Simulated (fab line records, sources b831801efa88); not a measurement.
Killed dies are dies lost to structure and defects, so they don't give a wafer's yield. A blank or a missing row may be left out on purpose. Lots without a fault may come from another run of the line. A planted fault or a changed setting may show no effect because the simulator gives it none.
One fault seen from 2 desks | flow sky130 | each desk has only its own numbers; what lay behind them comes last

THE METROLOGY DESK
What the gauges read, lot by lot, whatever tool the lot ran on: means of the sampled wafers that have a number. A lot is out of limits, marked OUT, if its mean lies more than 4 standard deviations from the usual mean; the brackets give that distance.
Columns: A = VIA1_W_RS at SKY_VIA1_RS_MEAS_22, usual 0.426 ohm/sq
lot  | first seen here | A
L248 | day 34 05:55    | 0.427
L249 | day 34 06:06    | 0.421
L250 | day 34 12:56    | 0.426
L255 | day 36 11:14    | 0.428
L260 | day 38 09:41    | 0.425
L259 | day 38 13:20    | 0.419
L262 | day 39 06:02    | 0.426
L261 | day 39 06:30    | 0.422
L264 | day 39 16:35    | 0.429
L266 | day 39 22:23    | 0.432
L268 | day 40 06:47    | 0.425
L271 | day 41 04:57    | 0.425
This desk's finding: nothing out of limits on any of the 12 lots.

THE TOOL OWNER'S DESK: pvd_sputter-02
The tool's own readings at SKY_METAL2_SPUTTER_03 (material Ti, target thk 5 nm, time 3.3 s): means of the sampled wafers that have a number, for each lot that ran on this tool. A lot is out of limits, marked OUT, if its mean lies more than 4 standard deviations from the usual mean; the brackets give that distance.
Columns: A = cathode_dc_power_W at SKY_METAL2_SPUTTER_03, usual 3000.1 W; B = chamber_pressure_pa at SKY_METAL2_SPUTTER_03, usual 0.3999 Pa; C = throttle_valve_pct at SKY_METAL2_SPUTTER_03, usual 29.4 %
lot  | first seen here | A      | B                | C
L249 | day 34 06:41    | 2999.5 | 0.4001           | 30.3
L260 | day 38 10:14    | 2999.8 | 0.4631 (+84) OUT | 27.2
L259 | day 38 13:53    | 3000.3 | 0.4632 (+84) OUT | 28.6
This desk's finding: out of limits on L259, L260; first on L260, day 38 10:14 (chamber_pressure_pa at SKY_METAL2_SPUTTER_03). In limits: L249.

PUT TOGETHER
The tool owner's desk could have raised an alarm at day 38 10:14, on L259, L260.
The metrology desk saw nothing out of limits.
The metrology desk has L259, L260 on record, within its limits.
Of the lots named, all ran SKY_METAL2_SPUTTER_03 on pvd_sputter-02.

WHAT THE SIMULATOR HAD PUT IN
Process parameter drift: pvd_sputter-02, from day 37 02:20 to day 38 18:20, at SKY_METAL2_SPUTTER_03. Setting chamber_pressure_pa, moved by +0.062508, from 0.4. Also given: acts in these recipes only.
Lots struck among those shown: L259, L260.
Hours from the fault's start to each desk's first reading out of limits: the tool owner's desk, 32.
